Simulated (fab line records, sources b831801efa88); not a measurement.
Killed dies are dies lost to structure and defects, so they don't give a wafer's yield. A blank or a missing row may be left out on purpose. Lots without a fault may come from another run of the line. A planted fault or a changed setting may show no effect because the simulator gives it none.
Which tool did it? | flow gf180mcu | 14 lots, 42 wafers sampled, at 4 steps of a route of 602

WHAT THE GAUGES READ, wafer by wafer
GF_POLY_GATE_OVL_MEAS_11.
lot  | measured     | on         | POLY_GATE_OVL (nm)
L861 | day 9 03:47  | overlay-01 | 4 1 3
L862 | day 9 15:47  | overlay-02 | -1 -1 3
L864 | day 10 04:10 | overlay-01 | -11 -6 -10
L865 | day 10 15:07 | overlay-01 | 5 8 7
L867 | day 11 02:28 | overlay-01 | 1 1 2
L871 | day 12 05:34 | overlay-02 | -3 -2 1
L872 | day 12 14:22 | overlay-01 | 6 6 -1
L874 | day 13 03:43 | overlay-01 | 6 0 -6
L881 | day 15 05:15 | overlay-01 | 0 -2 -4
L882 | day 15 12:28 | overlay-02 | -5 -3 3
L883 | day 15 18:27 | overlay-01 | 9 4 -1
L884 | day 16 04:18 | overlay-01 | -3 7 -2

GF_HV_LDD_OVL_MEAS_32.
lot  | measured     | on         | HV_LDD_02_OVL (nm)
L861 | day 11 13:34 | overlay-01 | 1.3 0.6 0.2
L862 | day 12 01:43 | overlay-01 | 2.1 0.7 2.3
L864 | day 12 14:40 | overlay-02 | -0.9 0.6 0.7
L865 | day 13 02:28 | overlay-01 | -0.7 0.2 1.4
L867 | day 13 13:51 | overlay-02 | -0.2 2.1 1.9
L871 | day 14 22:28 | overlay-02 | 1.4 0.9 -0.2
L872 | day 15 11:57 | overlay-02 | 1.2 0.2 1.4
L874 | day 15 21:37 | overlay-02 | -1.4 -1.1 0.6
L881 | day 18 03:40 | overlay-02 | 0.3 -0.6 1.9
L882 | day 18 10:55 | overlay-02 | -1.3 -1.3 -1.5
L883 | day 18 23:01 | overlay-02 | 0.8 -1.8 -3.1
L884 | day 19 05:14 | overlay-02 | -0.4 -0.2 1.2

WHICH TOOL RAN EACH LOT (tool, then ch and the chambers of the sampled wafers, then the start)
lot  | GF_STI_ETCH_13                    | GF_VT_IMPLANT_EXPOSE_26
L861 | rie_diel-03 ch 0,1,2, day 2 01:34 | iline_stepper-02 ch 0, day 6 13:44
L862 | rie_diel-03 ch 1,2,3, day 2 06:57 | iline_stepper-01 ch 0, day 6 20:21
L864 | rie_diel-03 ch 0,2, day 2 17:30   | iline_stepper-01 ch 0, day 7 09:27
L865 | rie_diel-02 ch 1,2, day 2 21:37   | iline_stepper-01 ch 0, day 7 16:54
L867 | rie_diel-01 ch 0,1,2, day 3 08:48 | iline_stepper-02 ch 0, day 8 07:23
L871 | rie_diel-03 ch 0,1,2, day 4 05:52 | iline_stepper-02 ch 0, day 9 07:53
L872 | rie_diel-03 ch 0,1,3, day 4 10:49 | iline_stepper-01 ch 0, day 9 14:44
L874 | rie_diel-02 ch 0,1,3, day 4 20:51 | iline_stepper-01 ch 0, day 10 02:35
L875 | rie_diel-03 ch 2,3, day 5 01:40   | iline_stepper-02, day 10 08:17
L876 | rie_diel-02 ch 0,3, day 5 06:36   | iline_stepper-01, day 10 14:55
L881 | rie_diel-03 ch 0,1,2, day 6 08:28 | iline_stepper-01 ch 0, day 11 22:55
L882 | rie_diel-02 ch 0,1,3, day 6 14:03 | iline_stepper-02 ch 0, day 12 06:44
L883 | rie_diel-01 ch 0,2,3, day 6 18:55 | iline_stepper-01 ch 0, day 12 13:54
L884 | rie_diel-02 ch 0,1,3, day 7 00:37 | iline_stepper-01 ch 0, day 12 20:43
- GF_STI_ETCH_13: etches the open film in CHF3/O2, stops on Si, target depth 282.31 nm, time 112.9 s.
- GF_VT_IMPLANT_EXPOSE_26: exposes mask LVPWELL HV AREA, target cd 860 nm.

WHAT THE TOOLS THEMSELVES READ (means of the sampled wafers that have a number; where no wafer has one, the mark that the record gives instead)
GF_STI_ETCH_13.
lot  | tool        | drypump_motor_current_A (A) | oes_product_au (a.u.) | throttle_valve_pct (%)
L861 | rie_diel-03 | 6.0                         | 0.829                 | 8.810
L862 | rie_diel-03 | 5.6                         | 0.839                 | 8.810
L864 | rie_diel-03 | 6.3                         | 0.836                 | 8.808
L865 | rie_diel-02 | 6.1                         | 0.845                 | 8.810
L867 | rie_diel-01 | 5.4                         | 0.835                 | 8.808
L871 | rie_diel-03 | 6.0                         | 0.834                 | 8.812
L872 | rie_diel-03 | 5.9                         | 0.831                 | 8.810
L874 | rie_diel-02 | 5.4                         | 0.834                 | 8.804
L875 | rie_diel-03 | 5.6                         | 0.835                 | 8.807
L876 | rie_diel-02 | 5.4                         | 0.832                 | 8.798
L881 | rie_diel-03 | 6.0                         | 0.839                 | 8.815
L882 | rie_diel-02 | 5.4                         | 0.836                 | 8.810
L883 | rie_diel-01 | 5.3                         | 0.833                 | 8.814
L884 | rie_diel-02 | 5.5                         | 0.832                 | 8.811

GF_VT_IMPLANT_EXPOSE_26.
lot  | tool             | exposure_dose_mJ_cm2 | focus_offset_nm (nm)
L861 | iline_stepper-02 | 140.13               | -0.5
L862 | iline_stepper-01 | 140.05               | 0.6
L864 | iline_stepper-01 | 140.03               | 0.5
L865 | iline_stepper-01 | 139.83               | -0.6
L867 | iline_stepper-02 | 139.87               | 0.2
L871 | iline_stepper-02 | 139.88               | -0.5
L872 | iline_stepper-01 | 140.08               | 0.0
L874 | iline_stepper-01 | 139.93               | -0.3
L875 | iline_stepper-02 | -                    | -
L876 | iline_stepper-01 | -                    | -
L881 | iline_stepper-01 | 139.84               | 0.6
L882 | iline_stepper-02 | 139.93               | -0.1
L883 | iline_stepper-01 | 139.92               | -0.9
L884 | iline_stepper-01 | 139.83               | -0.1

THE ANSWER, worked out from the rows above alone
Rule: what is usual is taken from the lots themselves. Put in order of their means at a reading, lots are off if they are a third of the lots or fewer, leave a main group of 4 or more, and stand apart from it by a gap of 3 or more times the standard deviation of the main group's means; of several such gaps the widest counts. A main group whose means are all the same, to the digits that the tables above print for the reading, isn't used. A lot without any number at a reading at which 4 lots or more have one is off too. The other lots that the step has rows for count as sound. The gauges are gone through in route order, then the tools' own readings, and for those a lot's mean is taken as printed above. The first step at which some lot is off is used, and at that step the reading that is off furthest; a lot without a number counts as furthest.
Off: L875, L876, at GF_VT_IMPLANT_EXPOSE_26 (exposure_dose_mJ_cm2). Without a number there: L875, L876. The main group: mean 139.94, standard deviation 0.1.
A tool fits if, at that step or a process step before it, it ran every lot that is off, and no sound lot after the first of them. None of those tried fits.

WHAT THE SIMULATOR HAD PUT IN
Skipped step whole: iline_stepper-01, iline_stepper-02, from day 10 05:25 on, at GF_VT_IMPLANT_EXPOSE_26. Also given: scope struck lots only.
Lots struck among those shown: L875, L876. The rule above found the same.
